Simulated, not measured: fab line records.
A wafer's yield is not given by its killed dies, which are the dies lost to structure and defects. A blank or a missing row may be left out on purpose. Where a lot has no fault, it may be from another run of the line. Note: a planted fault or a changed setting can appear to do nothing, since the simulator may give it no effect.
Struck lot and sound lot, side by side ; flow sky130 ; 21 out of 708 route steps
Sound: wafers L397.1, L397.2, L397.4. Struck: wafers L395.1, L395.4, L395.6. At the end, the cause is stated.
Per side, at each step with rows, come the tool, then ch with its chambers, and then its first start. Under that, the readings that differ: sound wafers ; struck wafers ; difference of the means ; sigmas: that difference in standard deviations of wafers without a fault.
alike: readings whose means differ by less than 2 such deviations, and words and numbers that are the same on both sides. not compared: withheld readings, readings that some wafer has no value for, bounds like >300 that may hide the same value, and numbers for which the record gives no deviation and whose values overlap.
A row with sigmas, a row that says differs or no value, or rows on one side alone: a step with any of these is where the two part. Numbers that don't overlap but have no deviation are shown without sigmas and don't part them. A reading that every wafer of one side lacks parts them only if that side has two wafers or more.

first, 1 step without rows for these wafers: SKY_RES_XHIGH_IMPLANT_07.
SKY_RES_XHIGH_STRIP_08: strips in O2/N2.
  sound on plasma_asher-01 ch 0,1, day 30 04:23; struck on plasma_asher-04 ch 1, day 29 05:57
  alike: drypump_motor_current_A, oes_product_au, strip_time_to_endpoint_s
  not compared: rf_hours_counter_h
SKY_RES_XHIGH_TW_MEAS_09:
  sound on film_metro-02, day 30 04:29; struck on film_metro-01, day 29 06:03
reading;sound;struck;difference;sigmas
RES_XHIGH_TW;1631 1647 1628;1654 1658 1653;+20;+2
then, 7 steps without rows for these wafers: SKY_SD_N_DEHYDRATE_00 (time 60 s); SKY_SD_N_HMDS_01 (prime time 60 s); SKY_SD_N_COAT_02 (resist thk 1140 nm); SKY_SD_N_SOFTBAKE_03 (time 60 s); SKY_SD_N_EXPOSE_04 (exposes mask NSDM, target cd 380 nm); SKY_SD_N_PEB_05; SKY_SD_N_DEVELOP_06 (develop time 60 s).
SKY_SD_N_CD_MEAS_07: the cd target is 380 nm.
  sound on cd_sem-01, day 31 07:34; struck on cd_sem-02, day 30 08:35
  alike: cd_nm
SKY_SD_N_OVL_MEAS_08:
  sound on overlay-02, day 31 07:41; struck on overlay-02, day 30 08:43
  alike: SD_N_OVL
SKY_SD_N_IMPLANT_09:
  sound on implanter-02 ch 0, day 31 07:43; struck on implanter-03 ch 0, day 30 09:04
following that, these wafers have no rows for 1 step: SKY_SD_N_IMPLANT_10.
SKY_SD_N_STRIP_11: strips in O2/N2.
  sound on plasma_asher-03 ch 0,1, day 31 08:01; struck on plasma_asher-02 ch 0,1, day 30 09:22
reading;sound;struck;difference;sigmas
oes_product_au (a.u.);0.530 0.526 0.521;0.511 0.501 0.514;-0.017;-4
strip_time_to_endpoint_s (s);22.67 22.64 22.64;23.81 23.80 23.81;+1.16;+25
  alike: drypump_motor_current_A
  not compared: rf_hours_counter_h
SKY_SD_N_TW_MEAS_12:
  sound on film_metro-02, day 31 08:07; struck on film_metro-02, day 30 09:28
reading;sound;struck;difference;sigmas
SD_N_TW;3961 3946 3947;4055 4044 4076;+107;+4
then, 1 step without rows for these wafers: SKY_SD_N_CLEAN_13 (cleans in SC1/SC2, time 150 s).
SKY_SD_N_RTA_14: time 2 s.
  sound on rtp_anneal-02 ch 0, day 31 08:14; struck on rtp_anneal-02 ch 0, day 30 09:34
  alike: lamp_power_pct, wafer_temp_C_max
SKY_SD_N_RS_MEAS_16: measures by four-point-probe.
  sound on film_metro-03, day 31 08:24; struck on film_metro-01, day 30 10:10
reading;sound;struck;difference;sigmas
SD_N_RS (ohm/sq);68.52 68.58 68.34;63.75 63.71 63.69;-4.76;-43
SKY_SD_N_RS_MEAS_17: measures by four-point-probe.
  sound on film_metro-03, day 31 08:31; struck on film_metro-01, day 30 13:37
  alike: SD_P_RS
-- record jumps: 17 days separate the struck wafers' starts on either side; left off in module SD_N, taken up again in module PAD_OPEN, whose first shown step is the route's number 708 --
SKY_PAD_OPEN_PROBE_99:
  sound on prober-01, day 48 06:53; struck on prober-01, day 47 15:06
reading;sound;struck;difference;sigmas
model.etest.res_ndiff.line_ohm_um;782.1 761.9 767.9;653.5 657.7 651.5;-116.4;
model.etest.nfet_g5v0d10v5.r_on_ohm_um;1891 1879 1848;1819 1827 1824;-49;
model.etest.sonos_uncharged.r_on_ohm_um;811.9 805.2 828.5;770.4 754.7 778.8;-47.2;
model.etest.nfet_01v8.r_on_ohm_um;838.6 848.8 837.6;833.2 820.3 829.2;-14.1;
model.etest.nfet_01v8_lvt.drive_ua_um;571.2 555.8 567.7;581.2 595.2 584.8;+22.2;
model.etest.licon_ndiff.rc_ohm;187.3 182.3 176.1;160 155.2 154.4;-25;
  alike: killed_at_M0_to_M3, killed_at_M4_up, killed_at_contacts, killed_at_front_end, killed_at_other, killed_dies, killed_on_rim, killed_open, killed_short
  not compared: model.etest.sram_nfet_pass.drive_ua_um, model.etest.nfet_01v8.drive_ua_um

## WHERE THEY PART
Last at SKY_SD_N_RS_MEAS_16 as far as this record goes, first at SKY_RES_XHIGH_TW_MEAS_09. Later steps at which nothing parts them and some readings are alike: SKY_SD_N_RS_MEAS_17, SKY_PAD_OPEN_PROBE_99.

WHY: what the simulator had put in
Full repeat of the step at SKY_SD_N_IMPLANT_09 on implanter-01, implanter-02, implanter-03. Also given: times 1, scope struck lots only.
